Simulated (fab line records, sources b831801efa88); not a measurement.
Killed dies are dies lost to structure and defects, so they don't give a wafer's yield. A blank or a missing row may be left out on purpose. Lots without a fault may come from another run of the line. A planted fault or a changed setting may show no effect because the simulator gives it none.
A struck lot beside a sound one | flow sky130 | 15 steps out of a route of 708
Sound: wafers L204.2, L204.4, L204.5. Struck: wafers L195.2, L195.5, L195.6. The cause comes at the end.
At each step with rows: each side's tool, then ch and its chambers, then its first start. Under that, the readings that differ: sound wafers | struck wafers | difference of the means | sigmas: that difference in standard deviations of wafers without a fault.
alike: readings whose means differ by less than 2 such deviations, and words and numbers that are the same on both sides. not compared: withheld readings, readings that some wafer has no value for, bounds like >300 that may hide the same value, and numbers for which the record gives no deviation and whose values overlap.
The two part at a step that has a row with sigmas, a row that says differs or no value, or rows on one side only. Numbers that don't overlap but have no deviation are shown without sigmas and don't part them. A reading that every wafer of one side lacks parts them only if that side has two wafers or more.

first, 8 steps without rows for these wafers: SKY_METAL3_DEHYDRATE_05 (time 60 s); SKY_METAL3_HMDS_06 (prime time 60 s); SKY_METAL3_COAT_07 (resist thk 60 nm); SKY_METAL3_COAT_08 (resist thk 1140 nm); SKY_METAL3_SOFTBAKE_09 (time 90 s); SKY_METAL3_EXPOSE_10 (exposes mask MM3, target cd 300 nm); SKY_METAL3_PEB_11; SKY_METAL3_DEVELOP_12 (develop time 60 s).
SKY_METAL3_CD_MEAS_13: target cd 300 nm.
  sound on cd_sem-01, day 44 09:22; struck on cd_sem-01, day 41 19:29
  alike: cd_nm
SKY_METAL3_OVL_MEAS_14:
  sound on overlay-02, day 44 09:28; struck on overlay-01, day 41 19:35
  alike: METAL3_OVL
SKY_METAL3_DESCUM_15: chemistry O2, time 8 s.
  sound on rie_metal-03 ch 0,1, day 44 09:29; struck on rie_metal-02 ch 0,1, day 41 19:37
  alike: drypump_motor_current_A, oes_product_au
  not compared: rf_hours_counter_h
SKY_METAL3_ETCH_16: etches BARC in N2/H2, stops on SiO2, time 88.2 s, target depth 60 nm.
  sound on rie_metal-03 ch 0,1, day 44 09:31; struck on rie_metal-02 ch 0,1, day 41 19:38
  alike: bias_w, chamber_pressure_mTorr, drypump_motor_current_A, oes_product_au, throttle_valve_pct
  not compared: rf_hours_counter_h
SKY_METAL3_ETCH_17: etches SiO2 in C4F8/O2/Ar, stops on TiN, time 3.9 s, target depth 15 nm.
  sound on rie_diel-02 ch 0,1,3, day 44 09:37; struck on rie_diel-02 ch 2,3, day 41 19:44
  no value came back on the struck wafers for bias_w (W), chamber_pressure_mTorr (mTorr), oes_product_au (a.u.); on the sound wafers bias_w (W) reads 1199 1194 1198
  not compared: rf_hours_counter_h
SKY_METAL3_METAL_ETCH_18: etches the open film in Cl2/BCl3, stops on SiO2, target depth 845 nm, time 183.1 s.
  sound on rie_metal-01 ch 0,1, day 44 09:38; struck on rie_metal-01 ch 0,1, day 41 19:46
  alike: bcl3_flow_sccm, bias_w, drypump_motor_current_A, mfc_cl2_sccm, oes_product_au, throttle_valve_pct
  not compared: rf_hours_counter_h
-- the record jumps here: 7 days lie between the struck wafers' starts before and after (it left off in module METAL3 and takes up again in module PAD_OPEN, whose first step shown is number 708 of the route) --
SKY_PAD_OPEN_PROBE_99:
  sound on prober-01, day 50 11:21; struck on prober-02, day 48 14:18
  reading                  | sound          | struck         | difference | sigmas
  defect_limited_yield (%) | 79.9 81.7 83.1 | 0 0 0          | -82        | -43
  killed_at_M0_to_M3       | 54 48 41       | 454 442 451    | +401       | +55
  killed_dies              | 99 90 83       | 492 492 492    | +401       | +43
  killed_on_rim            | 16 13 10       | 96 96 96       | +83        | +22
  sort_bin_5_function (%)  | 11.0 9.3 10.0  | 93.3 91.9 92.1 | +82.3      | +59
  sort_n_pass              | 393 402 409    | 0 0 0          | -401       | -43
  sort_yield_pct (%)       | 79.9 81.7 83.1 | 0 0 0          | -82        | -43
  alike: killed_at_M4_up, killed_at_contacts, killed_at_front_end, killed_at_other, killed_open, killed_short, sort_bin_3_pad_short, sort_bin_6_memory

WHERE THEY PART
First at SKY_METAL3_ETCH_17; last, within this record, at SKY_PAD_OPEN_PROBE_99.

WHY: what the simulator had put in
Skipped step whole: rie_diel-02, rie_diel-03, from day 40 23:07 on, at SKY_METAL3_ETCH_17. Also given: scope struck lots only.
